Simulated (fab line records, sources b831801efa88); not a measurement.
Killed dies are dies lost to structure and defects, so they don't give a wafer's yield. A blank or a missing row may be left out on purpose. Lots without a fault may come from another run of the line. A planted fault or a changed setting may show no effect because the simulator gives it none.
One fault seen from 2 desks | flow gf180mcu | each desk has only its own numbers; what lay behind them comes last

THE TOOL OWNER'S DESK: cvd_w-02
The tool's own readings at GF_V4_CVD_23 (deposits W, target thk 350 nm, time 104.9 s): means of the sampled wafers that have a number, for each lot that ran on this tool. A lot is out of limits, marked OUT, if its mean lies more than 4 standard deviations from the usual mean; the brackets give that distance.
Columns: A = heater_power_w at GF_V4_CVD_23, usual 912 W; B = susceptor_temp_C at GF_V4_CVD_23, usual 399.98 C
lot  | first seen here | A    | B
L825 | day 25 18:01    | 1000 | 399.87
L826 | day 26 04:27    | 869  | 400.03
L829 | day 27 03:16    | 918  | 399.95
L831 | day 27 19:56    | 1060 | 400.02
L837 | day 29 14:16    | 1004 | 400.21
This desk's finding: nothing out of limits on any of the 5 lots.

THE METROLOGY DESK
What the gauges read, lot by lot, whatever tool the lot ran on: means of the sampled wafers that have a number. A lot is out of limits, marked OUT, if its mean lies more than 4 standard deviations from the usual mean; the brackets give that distance.
Columns: A = V4_W_RS at GF_V4_RS_MEAS_24, usual 0.326 ohm/sq; B = V4_W_THK at GF_V4_THK_MEAS_25, usual 346 nm
lot  | first seen here | A                | B
L822 | day 24 21:02    | 0.326            | 352
L823 | day 25 02:23    | 0.327            | 351
L824 | day 25 12:24    | 0.326            | 339
L825 | day 25 18:08    | 0.328            | 337
L826 | day 26 04:35    | 0.321            | 348
L828 | day 26 20:46    | 0.331            | 336
L829 | day 27 03:22    | 0.320            | 356
L831 | day 27 20:03    | 0.323            | 353
L837 | day 29 14:23    | 0.299 (-7.8) OUT | 379 (+6.0) OUT
L843 | day 31 02:36    | 0.329            | 348
L844 | day 31 10:59    | 0.329            | 342
This desk's finding: out of limits on L837; first on L837, day 29 14:23 (V4_W_RS at GF_V4_RS_MEAS_24). In limits: L822, L823, L824, L825, L826, L828, L829, L831, L843, L844.

PUT TOGETHER
The metrology desk could have raised an alarm at day 29 14:23, on L837.
The tool owner's desk saw nothing out of limits.
The tool owner's desk has L837 on record, within its limits.
Of the lots named, all ran GF_V4_CVD_23 on cvd_w-02.

WHAT THE SIMULATOR HAD PUT IN
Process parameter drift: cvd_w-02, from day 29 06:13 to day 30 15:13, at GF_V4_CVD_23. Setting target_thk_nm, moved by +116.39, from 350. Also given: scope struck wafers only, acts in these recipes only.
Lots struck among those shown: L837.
Hours from the fault's start to each desk's first reading out of limits: the metrology desk, 8.
